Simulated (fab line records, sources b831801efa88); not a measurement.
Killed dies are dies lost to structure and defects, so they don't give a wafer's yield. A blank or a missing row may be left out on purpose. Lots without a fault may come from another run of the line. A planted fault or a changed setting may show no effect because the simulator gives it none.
Problem report in the 8D (eight disciplines) form, filled by code | flow gf180mcu | the parts of the form that need people (team, actions taken, sign-off) are left out

1. THE PROBLEM
DUAL_GATE_OXIDATION_00_THK at GF_DUAL_GATE_THK_MEAS_03 reads a mean of 7.66 nm on 6 wafers of 2 lots; wafers without a fault read 10.79 nm with a standard deviation of 0.24. That is -13 standard deviations from the usual mean.
First seen on wafer L973.2, day 8 06:28, on film_metro-03. The record holds 36 wafers of 12 lots with a number at this step. Rule for "out", or "out of limits": more than 4 standard deviations from the usual mean. The other wafers with a number count as sound.

2. WHAT IT IS AND WHAT IT IS NOT
question                    | is                           | is not
which readings at this step | DUAL_GATE_OXIDATION_00_THK   | -
which lots                  | L973, L974                   | L971, L982, L983, L984, L985, L986, L988, L989, L991, L993
which wafers of those lots  | all that have a number       | -
read on which gauges        | film_metro-02, film_metro-03 | film_metro-04
when                        | from day 8 06:28             | up to then (3 sound wafers); but 27 sound wafers of L982, L983, L984, L985, L986, L988, L989, L991, L993 came after

3. SUSPECTS, AND WHAT RULES EACH OUT
Counting: a tool at a process step up to the reading stays a suspect if it ran every lot that is out and no sound lot after the first of them.
- the gauge at GF_DUAL_GATE_THK_MEAS_03: ruled out. The wafers that are out were read on 2 gauges (film_metro-02, film_metro-03).
- furnace-02 at GF_DUAL_GATE_OXIDATION_02 (stabilise 600 s, purge 300 s, target thk 10.887 nm): ruled out as a lasting fault. Sound lots L982, L984, L986, L985, L993 ran on it after its first lot that is out, L973 (day 8 05:01).
Left after counting: nothing in the record.

4. THE CAUSE (what the simulator had put in)
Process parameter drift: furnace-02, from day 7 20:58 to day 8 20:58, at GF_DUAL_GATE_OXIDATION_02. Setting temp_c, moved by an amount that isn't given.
Counting ruled it out, wrongly: the rule takes a fault to strike every lot that its tool runs from its start on, and this one did not.

5. THE CHAIN OF EFFECTS, in route order
Each row: a reading whose mean over the struck wafers that have a number lies more than 3 standard deviations from the usual. Only readings for which the record gives a usual standard deviation are gone through. hours: the time from each lot's start at the first step in this table that gives one to its start at this step, as a median over the lots. sigmas: the change in usual standard deviations.
hours | step                      | reading                    | usual    | on struck wafers | change | sigmas
0     | GF_DUAL_GATE_OXIDATION_02 | spike_tc_bottom_C          | 917.8 C  | 890.2            | -27.5  | -21
0     | GF_DUAL_GATE_OXIDATION_02 | spike_tc_centre_C          | 902.0 C  | 873.2            | -28.8  | -29
0     | GF_DUAL_GATE_OXIDATION_02 | spike_tc_lower_C           | 900.8 C  | 874.0            | -26.8  | -18
0     | GF_DUAL_GATE_OXIDATION_02 | spike_tc_top_C             | 911.5 C  | 882.8            | -28.7  | -19
0     | GF_DUAL_GATE_OXIDATION_02 | spike_tc_upper_C           | 899.7 C  | 872.9            | -26.8  | -22
0     | GF_DUAL_GATE_OXIDATION_02 | tube_center_temp_C         | 900.01 C | 872.22           | -27.79 | -99 or more
0     | GF_DUAL_GATE_OXIDATION_02 | tube_center_temp_C_max     | 902.4    | 874.7            | -27.7  | -71
1     | GF_DUAL_GATE_THK_MEAS_03  | DUAL_GATE_OXIDATION_00_THK | 10.79 nm | 7.66             | -3.13  | -13
The process steps in it:
- GF_DUAL_GATE_OXIDATION_02: stabilise 600 s, purge 300 s, target thk 10.887 nm.
Later measuring or inspecting steps at which every struck wafer that the step has a row for has a number for every such reading, and none has moved that far: GF_V2_CD_MEAS_14.

6. WHAT WOULD HAVE CAUGHT IT SOONER
In this record the first reading out of limits at a measuring or inspecting step was taken at day 8 06:28, 10 hours after the fault began at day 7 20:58.
The tool's own readings at GF_DUAL_GATE_OXIDATION_02 were out on every struck wafer that the step has a row for (spike_tc_bottom_C, spike_tc_centre_C, spike_tc_lower_C, spike_tc_top_C, spike_tc_upper_C, tube_center_temp_C, tube_center_temp_C_max): an alarm limit on them would have fired on the first of those.
